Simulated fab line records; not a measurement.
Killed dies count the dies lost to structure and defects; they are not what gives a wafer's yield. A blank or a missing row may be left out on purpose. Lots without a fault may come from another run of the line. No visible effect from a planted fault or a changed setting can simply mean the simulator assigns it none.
A lot that was struck, set against a sound lot | flow gf180mcu | 17 steps out of a route of 602
Sound: wafers L468.1, L468.4, L468.5. Struck: wafer L482.5 (left out: L482.1, L482.4 of the same lot, which were not struck); the cause appears at the end.
Each step with rows lists, per side, the tool, then ch with its chambers, then its first start. Under that, the readings that differ: sound wafers | struck wafers | difference of the means | sigmas: that difference in standard deviations of wafers without a fault.
alike: readings with means less than 2 such deviations apart, plus words and numbers identical on both sides. not compared: withheld readings, readings lacking a value on some wafer, bounds such as >300 that could conceal the same value, and numbers that have no deviation in the record and whose values overlap.
The two part at a step that has a row with sigmas, a row that says differs or no value, or rows on one side only. Numbers that have no deviation but don't overlap get no sigmas and don't part them. A reading that every wafer of one side lacks parts them only if that side has two wafers or more.

first, 4 steps without rows for these wafers: GF_SAB_SOFTBAKE_05 (time 60 s); GF_SAB_EXPOSE_06 (exposes mask SAB, target cd 420 nm); GF_SAB_PEB_07; GF_SAB_DEVELOP_08 (develop time 60 s).
GF_SAB_CD_MEAS_09 targets a cd of 420 nm.
  sound on cdSem-02, day 16 11:58; struck on cdSem-01, day 21 20:07
  alike: cdNm
GF_SAB_OVL_MEAS_10:
  sound on overlay-02, day 16 12:05; struck on overlay-01, day 21 20:14
  alike: SAB_OVL
GF_SAB_ETCH_11: etches SiO2 in C4F8/O2/Ar, target depth 55 nm, time 8.5 s.
  sound on rieDiel-04 ch 0,1, day 16 12:07; struck on rieDiel-03 ch 1, day 21 20:16
  alike: oesProductAu
then, 1 step without rows for these wafers: GF_SAB_WET_ETCH_12 (etches SiO2 in dHF, target depth 22 nm, time 440 s).
GF_SAB_STRIP_13: strips in O2/N2.
  sound on plasmaAsher-03 ch 0,1, day 16 12:17; struck on plasmaAsher-04 ch 1, day 21 20:25
  alike: drypumpMotorCurrentA, heaterPowerW, oesProductAu, stripTimeToEndpointS
  not compared: rfHoursCounterH
then, 2 steps without rows for these wafers: GF_SALICIDE_CLEAN_00 (cleans in SC1/SC2, time 150 s); GF_SALICIDE_WET_ETCH_01 (etches SiO2 in dHF, target depth 5 nm, time 100 s).
GF_SALICIDE_SPUTTER_02: material Co, target thk 10 nm, time 20 s.
  sound on pvdSputter-02, day 16 12:28; struck on pvdSputter-04, day 21 20:37
  alike: cathodeDcPowerW, throttleValvePct
GF_SALICIDE_SPUTTER_03: material TiN, target thk 20 nm, time 16.7 s.
  sound on pvdSputter-02, day 16 12:30; struck on pvdSputter-04, day 21 20:38
reading                                     | sound                | struck | difference | sigmas
cathodeDcPowerW (W)                         | 6501.3 6501.8 6500.1 | 8557.7 | +2056.6    | +99 or more
model.TiN_of_SALICIDE_SPUTTER_03.thkNm (nm) | 19.97 20.28 20.33    | 26.73  | +6.54      | 
  alike: throttleValvePct
GF_SALICIDE_RS_MEAS_04: measurement is done with a four-point probe.
  sound on filmMetro-02, day 16 12:31; struck on filmMetro-03, day 21 20:40
reading                  | sound             | struck | difference | sigmas
SALICIDE_TIN_RS (ohm/sq) | 16.24 16.12 16.62 | 14.19  | -2.14      | -7
GF_SALICIDE_THK_MEAS_05: measures by xrf.
  sound on filmMetro-02, day 16 12:38; struck on filmMetro-03, day 21 20:47
reading               | sound             | struck | difference | sigmas
SALICIDE_TIN_THK (nm) | 19.92 20.25 20.27 | 26.68  | +6.53      | +23
GF_SALICIDE_RTA_06: time 30 s.
  sound on rtpAnneal-01 ch 0, day 16 12:42; struck on rtpAnneal-02 ch 0, day 21 20:50
reading          | sound       | struck | difference | sigmas
lampPowerPct (%) | 7.5 7.5 7.4 | 6.2    | -1.3       | -2
  alike: wafer_temp_C_max
-- the record jumps here: 12 days lie between the struck wafers' starts before and after (it left off in module SALICIDE and takes up again in module PASSIVATION, whose first step shown is number 602 of the route) --
GF_PASSIVATION_PROBE_99:
  only the struck wafers here have rows in the record (prober-01, day 34 06:52); the sound ones have none

## WHERE THEY PART
At GF_SALICIDE_SPUTTER_03 first; at GF_PASSIVATION_PROBE_99 last (within this record only).

WHY: whatever the simulator had introduced
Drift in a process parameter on pvdSputter-04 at GF_SALICIDE_SPUTTER_03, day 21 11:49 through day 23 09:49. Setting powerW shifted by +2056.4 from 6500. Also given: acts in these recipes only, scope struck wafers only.
